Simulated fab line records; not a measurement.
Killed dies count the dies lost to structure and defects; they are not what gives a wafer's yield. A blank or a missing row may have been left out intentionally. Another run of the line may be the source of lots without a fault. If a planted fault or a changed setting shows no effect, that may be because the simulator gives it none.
2 desks looking at one fault | flow gf180mcu | what lay behind the numbers comes last; until then each desk has only its own

== FROM THE METROLOGY DESK ==
Means of the sampled wafers that have a number, per lot and without regard to the tool the lot ran on: this is what the gauges read. A lot is out of limits, marked OUT, if its mean lies more than 4 standard deviations from the usual mean; the brackets give that distance.
Columns: A = VT_IMPLANT_02_OVL at GF_VT_IMPLANT_OVL_MEAS_29, usual -0.4 nm; B = VT_IMPLANT_4_TW at GF_VT_IMPLANT_TW_MEAS_43, usual 688; C = cd nm at GF_HV_LDD_CD_MEAS_19, usual 401.9 nm
lot  | first seen here | A    | B   | C
L251 | day 7 08:25     | 0.2  | 685 | 400.7
L252 | day 7 10:10     | 0.2  | 684 | 403.1
L253 | day 7 16:14     | 1.1  | 695 | 405.6
L256 | day 8 06:10     | 0.5  | 679 | 402.0
L259 | day 9 03:20     | 0.2  | 698 | 402.8
L261 | day 9 13:58     | -1.1 | 696 | 402.5
L264 | day 10 11:04    | 0.3  | 697 | 381.8 (-7.7) OUT
L265 | day 10 14:17    | -1.2 | 696 | 403.9
L266 | day 10 22:31    | -1.0 | 676 | 378.2 (-9.1) OUT
L267 | day 11 04:04    | 0.2  | 693 | 382.7 (-7.4) OUT
L271 | day 12 08:25    | -1.5 | 701 | 382.2 (-7.6) OUT
L272 | day 12 13:10    | -2.8 | 682 | 403.9
L273 | day 12 20:07    | 1.3  | 699 | 406.7
This desk's verdict: out of limits on L264, L266, L267, L271, starting with L264 at day 15 02:05 (cd nm at GF_HV_LDD_CD_MEAS_19). L251, L252, L253, L256, L259, L261, L265, L272, L273: within limits.

== TOOL OWNER'S DESK, iline stepper-02 ==
The tool's own readings at GF_HV_LDD_EXPOSE_16 (exposes mask Pplus LV AREA, target cd 400 nm): means of the sampled wafers that have a number, for each lot that ran on this tool. A lot is out of limits, marked OUT, if its mean lies more than 4 standard deviations from the usual mean; the brackets give that distance.
Columns: A = exposure dose mJ cm2 at GF_HV_LDD_EXPOSE_16, usual 139.99
lot  | first seen here | A
L251 | day 10 22:14    | 139.88
L252 | day 10 23:02    | 139.97
L253 | day 11 11:12    | 140.14
L256 | day 11 22:55    | 140.11
L259 | day 12 23:07    | 139.98
L264 | day 14 16:07    | 131.48 (-61) OUT
L266 | day 15 04:45    | 131.61 (-60) OUT
L267 | day 15 10:48    | 131.60 (-60) OUT
L271 | day 16 20:20    | 131.65 (-60) OUT
This desk's verdict: out of limits on L264, L266, L267, L271, starting with L264 at day 14 16:07 (exposure dose mJ cm2 at GF_HV_LDD_EXPOSE_16). L251, L252, L253, L256, L259: within limits.

== ALL TOGETHER ==
The tool owner's desk had the chance to raise an alarm at day 14 16:07 on L264, L266, L267, L271.
An alarm was possible from the metrology desk at day 15 02:05, on L264, L266, L267, L271.
All the named lots went through GF_HV_LDD_EXPOSE_16 on iline stepper-02.

== WHAT THE SIMULATOR HAD PUT IN ==
Process parameters drifting: iline stepper-02 at GF_HV_LDD_EXPOSE_16, beginning at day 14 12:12. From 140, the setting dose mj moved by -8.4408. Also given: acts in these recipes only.
Shown lots that were struck: L264, L266, L267, L271.
Delay (hours) between the fault's onset and each desk's first out-of-limits reading: 4 at the tool owner's desk, 14 at the metrology desk.
